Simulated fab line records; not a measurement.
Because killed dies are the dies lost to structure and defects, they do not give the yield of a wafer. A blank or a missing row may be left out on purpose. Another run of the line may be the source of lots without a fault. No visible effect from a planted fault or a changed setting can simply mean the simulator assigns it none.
The tool behind it: which one? || flow sky130 || 35 wafers from 12 lots sampled at 4 of the route's 708 steps

== WHAT THE GAUGES READ, wafer by wafer ==
SKY_VIA3_OVL_MEAS_13.
{"lot": "L250", "measured": "day 39 18:04", "on": "overlay-01", "VIA3_OVL (nm)": "-4 -4 -5"}
{"lot": "L251", "measured": "day 40 03:28", "on": "overlay-02", "VIA3_OVL (nm)": "3 -10 -2"}
{"lot": "L255", "measured": "day 41 17:37", "on": "overlay-02", "VIA3_OVL (nm)": "-4 -5 -1"}
{"lot": "L258", "measured": "day 42 01:56", "on": "overlay-01", "VIA3_OVL (nm)": "0 -9 -1"}
{"lot": "L259", "measured": "day 42 13:07", "on": "overlay-02", "VIA3_OVL (nm)": "-2 -4 1"}
{"lot": "L261", "measured": "day 43 02:16", "on": "overlay-02", "VIA3_OVL (nm)": "-1 -16 -7"}
{"lot": "L263", "measured": "day 43 10:41", "on": "overlay-02", "VIA3_OVL (nm)": "-4 -7 -4"}
{"lot": "L264", "measured": "day 43 19:08", "on": "overlay-02", "VIA3_OVL (nm)": "-10 -12 -11"}
{"lot": "L265", "measured": "day 43 20:46", "on": "overlay-02", "VIA3_OVL (nm)": "-5 -7 -3"}
{"lot": "L269", "measured": "day 45 03:35", "on": "overlay-01", "VIA3_OVL (nm)": "79 82"}
{"lot": "L270", "measured": "day 45 18:40", "on": "overlay-01", "VIA3_OVL (nm)": "81 84 83"}
{"lot": "L272", "measured": "day 45 22:58", "on": "overlay-01", "VIA3_OVL (nm)": "67 73 67"}

SKY_VIA3_THK_MEAS_23: measures by xrf.
{"lot": "L250", "measured": "day 39 19:08", "on": "filmMetro-03", "VIA3_W_THK (nm)": "385 386 394"}
{"lot": "L251", "measured": "day 40 04:32", "on": "filmMetro-03", "VIA3_W_THK (nm)": "396 389 389"}
{"lot": "L255", "measured": "day 41 18:39", "on": "filmMetro-02", "VIA3_W_THK (nm)": "386 390 381"}
{"lot": "L258", "measured": "day 42 02:59", "on": "filmMetro-04", "VIA3_W_THK (nm)": "388 391 383"}
{"lot": "L259", "measured": "day 42 14:09", "on": "filmMetro-04", "VIA3_W_THK (nm)": "386 384 387"}
{"lot": "L261", "measured": "day 43 03:20", "on": "filmMetro-02", "VIA3_W_THK (nm)": "378 387 379"}
{"lot": "L263", "measured": "day 43 11:49", "on": "filmMetro-03", "VIA3_W_THK (nm)": "394 396 396"}
{"lot": "L264", "measured": "day 43 20:37", "on": "filmMetro-03", "VIA3_W_THK (nm)": "397 395 396"}
{"lot": "L265", "measured": "day 43 21:53", "on": "filmMetro-03", "VIA3_W_THK (nm)": "390 394 385"}
{"lot": "L269", "measured": "day 45 04:41", "on": "filmMetro-02", "VIA3_W_THK (nm)": "384 387"}
{"lot": "L270", "measured": "day 45 19:43", "on": "filmMetro-04", "VIA3_W_THK (nm)": "388 391 393"}
{"lot": "L272", "measured": "day 46 00:05", "on": "filmMetro-02", "VIA3_W_THK (nm)": "385 389 384"}

== WHICH TOOL RAN EACH LOT (tool, then ch and the chambers of the sampled wafers, then the start) ==
{"lot": "L250", "SKY_VIA3_EXPOSE_09": "krfScanner-01 ch 0, day 39 05:56", "SKY_VIA3_SPUTTER_20": "pvdSputter-01, day 39 18:50"}
{"lot": "L251", "SKY_VIA3_EXPOSE_09": "krfScanner-01 ch 0, day 39 14:50", "SKY_VIA3_SPUTTER_20": "pvdSputter-03, day 40 04:14"}
{"lot": "L255", "SKY_VIA3_EXPOSE_09": "krfScanner-01 ch 0, day 41 05:16", "SKY_VIA3_SPUTTER_20": "pvdSputter-03, day 41 18:20"}
{"lot": "L258", "SKY_VIA3_EXPOSE_09": "krfScanner-01 ch 0, day 41 14:34", "SKY_VIA3_SPUTTER_20": "pvdSputter-02, day 42 02:39"}
{"lot": "L259", "SKY_VIA3_EXPOSE_09": "krfScanner-02 ch 0, day 42 01:07", "SKY_VIA3_SPUTTER_20": "pvdSputter-03, day 42 13:51"}
{"lot": "L261", "SKY_VIA3_EXPOSE_09": "krfScanner-01 ch 0, day 42 15:04", "SKY_VIA3_SPUTTER_20": "pvdSputter-03, day 43 03:02"}
{"lot": "L263", "SKY_VIA3_EXPOSE_09": "krfScanner-02 ch 0, day 42 23:08", "SKY_VIA3_SPUTTER_20": "pvdSputter-02, day 43 11:30"}
{"lot": "L264", "SKY_VIA3_EXPOSE_09": "krfScanner-02 ch 0, day 43 07:41", "SKY_VIA3_SPUTTER_20": "pvdSputter-01, day 43 20:18"}
{"lot": "L265", "SKY_VIA3_EXPOSE_09": "krfScanner-02 ch 0, day 43 09:17", "SKY_VIA3_SPUTTER_20": "pvdSputter-01, day 43 21:35"}
{"lot": "L269", "SKY_VIA3_EXPOSE_09": "krfScanner-01 ch 0, day 44 16:50", "SKY_VIA3_SPUTTER_20": "pvdSputter-02, day 45 04:22"}
{"lot": "L270", "SKY_VIA3_EXPOSE_09": "krfScanner-01 ch 0, day 45 07:43", "SKY_VIA3_SPUTTER_20": "pvdSputter-01, day 45 19:24"}
{"lot": "L272", "SKY_VIA3_EXPOSE_09": "krfScanner-01 ch 0, day 45 12:40", "SKY_VIA3_SPUTTER_20": "pvdSputter-02, day 45 23:43"}
- SKY_VIA3_EXPOSE_09: exposes mask VIM3, target cd 200 nm.
- SKY_VIA3_SPUTTER_20: material TiN, target thk 20 nm, time 80 s.

== WHAT THE TOOLS THEMSELVES READ (means of the sampled wafers that have a number; where no wafer has one, the mark that the record gives instead) ==
SKY_VIA3_SPUTTER_20.
{"lot": "L250", "tool": "pvdSputter-01", "throttleValvePct (%)": 31.2}
{"lot": "L251", "tool": "pvdSputter-03", "throttleValvePct (%)": 29.8}
{"lot": "L255", "tool": "pvdSputter-03", "throttleValvePct (%)": 29.4}
{"lot": "L258", "tool": "pvdSputter-02", "throttleValvePct (%)": 30.5}
{"lot": "L259", "tool": "pvdSputter-03", "throttleValvePct (%)": 29.6}
{"lot": "L261", "tool": "pvdSputter-03", "throttleValvePct (%)": 29.4}
{"lot": "L263", "tool": "pvdSputter-02", "throttleValvePct (%)": 30.5}
{"lot": "L264", "tool": "pvdSputter-01", "throttleValvePct (%)": 30.3}
{"lot": "L265", "tool": "pvdSputter-01", "throttleValvePct (%)": 30.5}
{"lot": "L269", "tool": "pvdSputter-02", "throttleValvePct (%)": 30.2}
{"lot": "L270", "tool": "pvdSputter-01", "throttleValvePct (%)": 31.9}
{"lot": "L272", "tool": "pvdSputter-02", "throttleValvePct (%)": 30.1}

== THE ANSWER, worked out from the rows above alone ==
Rule: the lots themselves supply what counts as usual. Put in order of their means at a reading, lots are off if they are a third of the lots or fewer, leave a main group of 4 or more, and stand apart from it by a gap of 3 or more times the standard deviation of the main group's means; of several such gaps the widest counts. The tables above print the reading to a certain number of digits; a main group whose means all agree to those digits is not used. A lot without any number at a reading at which 4 lots or more have one is off too. All remaining lots with rows at the step are treated as sound. Order of review: gauges by route order, followed by the tools' own readings, for which a lot's mean as printed above is used. At the first step where some lot is off, the reading lying furthest off is the one used; lots without a number count as furthest.
Off: at SKY_VIA3_OVL_MEAS_13 (VIA3_OVL), L269, L270, L272. Main group: mean -5 nm, sd 2.7.
If a tool, at a process step before that reading, ran all the lots that are off and no sound lot after the first of them, it fits. Gauges at SKY_VIA3_OVL_MEAS_13: tried the same way as those tools. This does not decide it: 2 tools fit, namely krfScanner-01 at SKY_VIA3_EXPOSE_09 and overlay-01 at SKY_VIA3_OVL_MEAS_13.

== WHAT THE SIMULATOR PUT IN ==
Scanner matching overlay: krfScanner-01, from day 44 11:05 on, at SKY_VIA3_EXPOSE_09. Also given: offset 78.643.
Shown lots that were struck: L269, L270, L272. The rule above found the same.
